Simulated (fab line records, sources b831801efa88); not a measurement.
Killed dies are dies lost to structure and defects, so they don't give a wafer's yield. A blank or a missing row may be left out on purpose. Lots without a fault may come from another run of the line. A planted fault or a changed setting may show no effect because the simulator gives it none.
Which tool did it? | flow gf180mcu | 12 lots, 35 wafers sampled, at 3 steps of a route of 602

WHAT THE GAUGES READ, wafer by wafer
GF_V5_OVL_MEAS_15.
lot  | measured     | on         | V5_OVL (nm)
L656 | day 27 01:41 | overlay-02 | 0 6 -1
L657 | day 27 06:05 | overlay-02 | 0 6 8
L659 | day 28 05:59 | overlay-02 | 6 6 6
L660 | day 28 12:02 | overlay-02 | -1 -3 10
L661 | day 28 18:32 | overlay-01 | -12 -4 -15
L662 | day 29 03:29 | overlay-02 | -2 10 2
L663 | day 29 10:08 | overlay-02 | 13 6 17
L670 | day 31 16:02 | overlay-02 | -1 -6
L674 | day 32 10:18 | overlay-01 | 1 1 5
L677 | day 33 04:47 | overlay-01 | 1 -2 8
L678 | day 33 10:11 | overlay-02 | -1 2 -5
L679 | day 33 14:30 | overlay-02 | 3 1 2

GF_PASSIVATION_THK_MEAS_01.
lot  | measured     | on            | PASSIVATION_CVD_00_THK (nm)
L656 | day 28 00:29 | film_metro-01 | 973 976 1000
L657 | day 28 04:03 | film_metro-04 | 993 1018 988
L659 | day 29 03:40 | film_metro-01 | 980 988 1015
L660 | day 29 09:32 | film_metro-01 | 975 974 990
L661 | day 29 16:25 | film_metro-01 | 979 997 1023
L662 | day 30 00:44 | film_metro-03 | 984 991 992
L663 | day 30 06:47 | film_metro-04 | 980 1021 1009
L670 | day 32 12:14 | film_metro-01 | 987 1005
L674 | day 33 05:24 | film_metro-03 | 1014 1020 1031
L677 | day 33 22:40 | film_metro-03 | 999 988 1006
L678 | day 34 04:16 | film_metro-03 | 976 979 985
L679 | day 34 08:04 | film_metro-01 | 975 997 1014

WHICH TOOL RAN EACH LOT (tool, then ch and the chambers of the sampled wafers, then the start)
lot  | GF_V5_CVD_23
L656 | cvd_w-02 ch 0,1, day 27 02:31
L657 | cvd_w-02 ch 0,1, day 27 06:55
L659 | cvd_w-01 ch 1, day 28 06:49
L660 | cvd_w-01 ch 0,1, day 28 12:51
L661 | cvd_w-01 ch 0,1, day 28 19:22
L662 | cvd_w-01 ch 0,1, day 29 04:22
L663 | cvd_w-02 ch 0,1, day 29 11:00
L670 | cvd_w-02 ch 0,1, day 31 16:54
L674 | cvd_w-02 ch 0,1, day 32 11:09
L677 | cvd_w-02 ch 0,1, day 33 05:38
L678 | cvd_w-01 ch 0, day 33 11:02
L679 | cvd_w-01 ch 0,1, day 33 15:22
- GF_V5_CVD_23: deposits W, target thk 350 nm, time 104.9 s.

WHAT THE TOOLS THEMSELVES READ (means of the sampled wafers that have a number; where no wafer has one, the mark that the record gives instead)
GF_V5_CVD_23.
lot  | tool     | heater_power_w (W)
L656 | cvd_w-02 | 927
L657 | cvd_w-02 | 906
L659 | cvd_w-01 | 816
L660 | cvd_w-01 | 838
L661 | cvd_w-01 | 842
L662 | cvd_w-01 | 861
L663 | cvd_w-02 | 916
L670 | cvd_w-02 | 926
L674 | cvd_w-02 | 925
L677 | cvd_w-02 | 938
L678 | cvd_w-01 | 884
L679 | cvd_w-01 | 839

THE ANSWER, worked out from the rows above alone
Rule: what is usual is taken from the lots themselves. Put in order of their means at a reading, lots are off if they are a third of the lots or fewer, leave a main group of 4 or more, and stand apart from it by a gap of 3 or more times the standard deviation of the main group's means; of several such gaps the widest counts. A main group whose means are all the same, to the digits that the tables above print for the reading, isn't used. A lot without any number at a reading at which 4 lots or more have one is off too. The other lots that the step has rows for count as sound. The gauges are gone through in route order, then the tools' own readings, and for those a lot's mean is taken as printed above. The first step at which some lot is off is used, and at that step the reading that is off furthest; a lot without a number counts as furthest.
No lot is off at any reading shown: from this, nothing can be told.

WHAT THE SIMULATOR HAD PUT IN
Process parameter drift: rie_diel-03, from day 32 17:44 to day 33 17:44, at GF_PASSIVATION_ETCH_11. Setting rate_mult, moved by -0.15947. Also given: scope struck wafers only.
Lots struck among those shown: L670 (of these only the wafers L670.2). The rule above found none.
